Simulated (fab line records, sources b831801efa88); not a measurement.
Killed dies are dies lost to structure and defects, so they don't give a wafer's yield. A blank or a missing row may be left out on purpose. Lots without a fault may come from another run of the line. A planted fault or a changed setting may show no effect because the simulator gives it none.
Chamber matching | flow sfq_line | SFQ_TRILAYER_I7_CMP_CMP_184 on cmp-02: 4 sister chambers
The step polishes SiO2. 14 wafers are shown with their chamber, then 7 later ones without.

WAFERS WITH THEIR CHAMBER
wafer  | chamber | motor_current_A (A) | time_to_endpoint_s (s)
L750.2 | 1       | 9.4                 | 203
L750.4 | 3       | 8.7                 | 225
L750.5 | 1       | 9.7                 | 210
L762.3 | 0       | 9.3                 | 208
L762.2 | 2       | 8.7                 | 199
L762.5 | 3       | 8.6                 | 214
L764.1 | 2       | 9.2                 | 223
L764.4 | 0       | 9.1                 | 232
L764.6 | 3       | 8.2                 | 230
L765.2 | 1       | 9.8                 | 210
L765.4 | 0       | 9.1                 | 222
L765.6 | 0       | 9.0                 | 226
L767.3 | 3       | 8.8                 | 213
L767.5 | 1       | 9.1                 | 224

SIGNATURES (means of the wafers above)
reading            | chamber 0 | chamber 1 | chamber 2 | chamber 3 | scatter within a chamber
motor_current_A    | 9.125     | 9.500     | 8.950     | 8.575     | 0.261
time_to_endpoint_s | 222.00    | 211.75    | 211.00    | 220.50    | 10.2
Rule: a wafer's distance from a chamber is the root of the sum, over the readings, of the square of ((its reading less the chamber's mean) divided by the reading's scatter). The wafer belongs to the nearest chamber; if the next one is less than 2 further off, it can't be placed. The scatter: the root of (the sum of the squares of (reading less its chamber's mean) over the shown wafers, divided by (wafers less chambers)).

WAFERS WITHOUT THEIR CHAMBER
wafer  | motor_current_A (A) | time_to_endpoint_s (s)
L767.6 | 9.1                 | 216
L768.1 | 8.6                 | 215
L768.3 | 9.0                 | 217
L768.4 | 9.5                 | 227
L772.1 | 8.9                 | 209
L772.5 | 9.7                 | 222
L772.6 | 8.6                 | 222

WHICH CHAMBER EACH WENT THROUGH
wafer  | from the rows above               | in truth
L767.6 | can't be placed: 0 or 2 or 1 or 3 | 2
L768.1 | can't be placed: 3 or 2 or 0      | 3
L768.3 | can't be placed: 2 or 0 or 3 or 1 | 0
L768.4 | can't be placed: 1 or 0 or 2      | 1
L772.1 | can't be placed: 2 or 0 or 3      | 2
L772.5 | can't be placed: 1 or 0 or 2      | 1
L772.6 | can't be placed: 3 or 2 or 0      | 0
Placed correctly: 0 of 7. Can't be placed from these rows: 7 (the true chamber is among the candidates in 7). Placed wrongly: 0.
